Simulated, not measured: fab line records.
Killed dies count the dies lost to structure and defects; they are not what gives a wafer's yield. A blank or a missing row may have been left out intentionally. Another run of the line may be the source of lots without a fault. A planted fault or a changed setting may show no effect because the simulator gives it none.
The tool behind it: which one? / flow sky130 / 6 lots with 18 wafers sampled at 4 steps, on a route of 708 steps

== WHAT EACH GAUGE READ, for each wafer ==
SKY_SD_N_CD_MEAS_07: the cd target is 380 nm.
lot=L788; measured=day 29 22:42; on=cd-sem-02; cd-nm (nm)=378.0 381.7 380.8
lot=L790; measured=day 30 07:32; on=cd-sem-02; cd-nm (nm)=377.1 376.2 375.6
lot=L794; measured=day 31 06:17; on=cd-sem-01; cd-nm (nm)=376.8 374.2 373.6
lot=L797; measured=day 31 15:32; on=cd-sem-01; cd-nm (nm)=381.9 382.7 382.2
lot=L806; measured=day 34 10:24; on=cd-sem-02; cd-nm (nm)=357.5 356.4 353.8
lot=L808; measured=day 35 01:59; on=cd-sem-02; cd-nm (nm)=383.1 380.4 380.2

== WHICH TOOL RAN EACH LOT (tool, then ch and the chambers of the sampled wafers, then the start) ==
lot=L788; SKY_LDD_HVN_STRIP_09=plasma-asher-03 ch 1, day 22 12:22; SKY_SD_P_SOFTBAKE_03=litho-track-01 ch 0, day 26 23:55; SKY_SD_N_EXPOSE_04=iline-stepper-01 ch 0, day 29 09:17
lot=L790; SKY_LDD_HVN_STRIP_09=plasma-asher-04 ch 0,1, day 22 22:37; SKY_SD_P_SOFTBAKE_03=litho-track-02 ch 0, day 27 10:06; SKY_SD_N_EXPOSE_04=iline-stepper-01 ch 0, day 29 17:23
lot=L794; SKY_LDD_HVN_STRIP_09=plasma-asher-03 ch 0,1, day 23 23:14; SKY_SD_P_SOFTBAKE_03=litho-track-04 ch 0, day 28 08:08; SKY_SD_N_EXPOSE_04=iline-stepper-02 ch 0, day 30 16:22
lot=L797; SKY_LDD_HVN_STRIP_09=plasma-asher-03 ch 0,1, day 24 11:34; SKY_SD_P_SOFTBAKE_03=litho-track-04 ch 0, day 28 19:02; SKY_SD_N_EXPOSE_04=iline-stepper-01 ch 0, day 31 01:45
lot=L806; SKY_LDD_HVN_STRIP_09=plasma-asher-01 ch 0, day 27 11:25; SKY_SD_P_SOFTBAKE_03=litho-track-02 ch 0, day 31 15:15; SKY_SD_N_EXPOSE_04=iline-stepper-02 ch 0, day 33 21:05
lot=L808; SKY_LDD_HVN_STRIP_09=plasma-asher-03 ch 0,1, day 28 06:05; SKY_SD_P_SOFTBAKE_03=litho-track-02 ch 0, day 32 06:51; SKY_SD_N_EXPOSE_04=iline-stepper-01 ch 0, day 34 12:53
- SKY_LDD_HVN_STRIP_09: strips in O2/N2.
- SKY_SD_P_SOFTBAKE_03: time 62.55 s.
- SKY_SD_N_EXPOSE_04: exposes mask NSDM, target cd 380 nm.

== THE ANSWER, worked out from the rows above alone ==
Rule: the usual values come from the lots themselves. Put in order of their means at a reading, lots are off if they are a third of the lots or fewer, leave a main group of 4 or more, and stand apart from it by a gap of 3 or more times the standard deviation of the main group's means; of several such gaps the widest counts. A main group is skipped when, at the precision printed for the reading in the tables above, its means are all equal. A lot without any number at a reading at which 4 lots or more have one is off too. The other lots that the step has rows for count as sound.
Off: L806 (SKY_SD_N_CD_MEAS_07, cd-nm). Mean 379.0 nm and standard deviation 2.9 in the main group.
If a tool, at a process step before that reading, ran all the lots that are off and no sound lot after the first of them, it fits. The gauges at SKY_SD_N_CD_MEAS_07 are tried like those tools. Undecided on this evidence; 2 tools fit (plasma-asher-01 at SKY_LDD_HVN_STRIP_09, iline-stepper-02 at SKY_SD_N_EXPOSE_04).

== WHAT HAD BEEN PUT IN BY THE SIMULATOR ==
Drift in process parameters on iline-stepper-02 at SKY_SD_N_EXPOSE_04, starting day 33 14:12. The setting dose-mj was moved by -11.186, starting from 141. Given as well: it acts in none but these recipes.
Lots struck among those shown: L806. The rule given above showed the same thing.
